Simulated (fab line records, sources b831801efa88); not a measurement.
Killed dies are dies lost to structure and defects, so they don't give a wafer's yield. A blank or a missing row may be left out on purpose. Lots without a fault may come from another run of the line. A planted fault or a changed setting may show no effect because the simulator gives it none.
Chamber matching | flow gf180mcu | GF_V4_CMP_26 on cmp-01: 4 sister chambers
The step polishes, stops on SiO2, t overpolish 15 s, target thk 0 nm. 16 wafers are shown with their chamber, then 8 later ones without.

WAFERS WITH THEIR CHAMBER
wafer  | chamber | motor_current_A (A) | time_to_endpoint_s (s) | platen_rpm (rpm)
L075.3 | 1       | 9.3                 | 78                     | 59.97
L075.4 | 0       | 10.0                | 82                     | 60.00
L075.6 | 1       | 9.5                 | 79                     | 60.07
L077.1 | 1       | 9.5                 | 84                     | 59.97
L077.2 | 0       | 10.9                | 85                     | 60.05
L077.3 | 3       | 9.8                 | 88                     | 59.99
L080.3 | 3       | 9.6                 | 84                     | 59.95
L080.4 | 0       | 9.8                 | 82                     | 60.05
L080.6 | 3       | 9.2                 | 83                     | 59.91
L082.1 | 3       | 9.5                 | 85                     | 60.03
L082.3 | 1       | 9.4                 | 81                     | 60.01
L082.4 | 2       | 12.3                | 83                     | 59.96
L089.1 | 0       | 10.5                | 88                     | 60.04
L089.2 | 2       | 11.8                | 86                     | 60.05
L089.4 | 3       | 9.3                 | 89                     | 59.90
L094.1 | 3       | 9.4                 | 91                     | 60.00

SIGNATURES (means of the wafers above)
reading            | chamber 0 | chamber 1 | chamber 2 | chamber 3 | scatter within a chamber
motor_current_A    | 10.300    | 9.425     | 12.050    | 9.467     | 0.306
time_to_endpoint_s | 84.25     | 80.50     | 84.50     | 86.67     | 2.88
platen_rpm         | 60.0350   | 60.0050   | 60.0050   | 59.9633   | 0.0465
Rule: a wafer's distance from a chamber is the root of the sum, over the readings, of the square of ((its reading less the chamber's mean) divided by the reading's scatter). The wafer belongs to the nearest chamber; if the next one is less than 2 further off, it can't be placed. The scatter: the root of (the sum of the squares of (reading less its chamber's mean) over the shown wafers, divided by (wafers less chambers)).

WAFERS WITHOUT THEIR CHAMBER
wafer  | motor_current_A (A) | time_to_endpoint_s (s) | platen_rpm (rpm)
L094.3 | 9.6                 | 80                     | 60.07
L094.4 | 12.2                | 87                     | 60.08
L096.1 | 11.6                | 93                     | 59.96
L096.2 | 9.6                 | 88                     | 59.91
L096.4 | 9.4                 | 92                     | 60.00
L097.3 | 10.2                | 87                     | 59.97
L097.5 | 9.8                 | 86                     | 60.00
L097.6 | 10.0                | 87                     | 60.04

WHICH CHAMBER EACH WENT THROUGH
wafer  | from the rows above          | in truth
L094.3 | can't be placed: 1 or 0 or 3 | 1
L094.4 | 2                            | 2
L096.1 | 2                            | 2
L096.2 | 3                            | 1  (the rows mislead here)
L096.4 | can't be placed: 3 or 1      | 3
L097.3 | can't be placed: 0 or 3 or 1 | 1
L097.5 | can't be placed: 3 or 0 or 1 | 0
L097.6 | can't be placed: 0 or 3 or 1 | 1
Placed correctly: 2 of 8. Can't be placed from these rows: 5 (the true chamber is among the candidates in 5). Placed wrongly: 1.
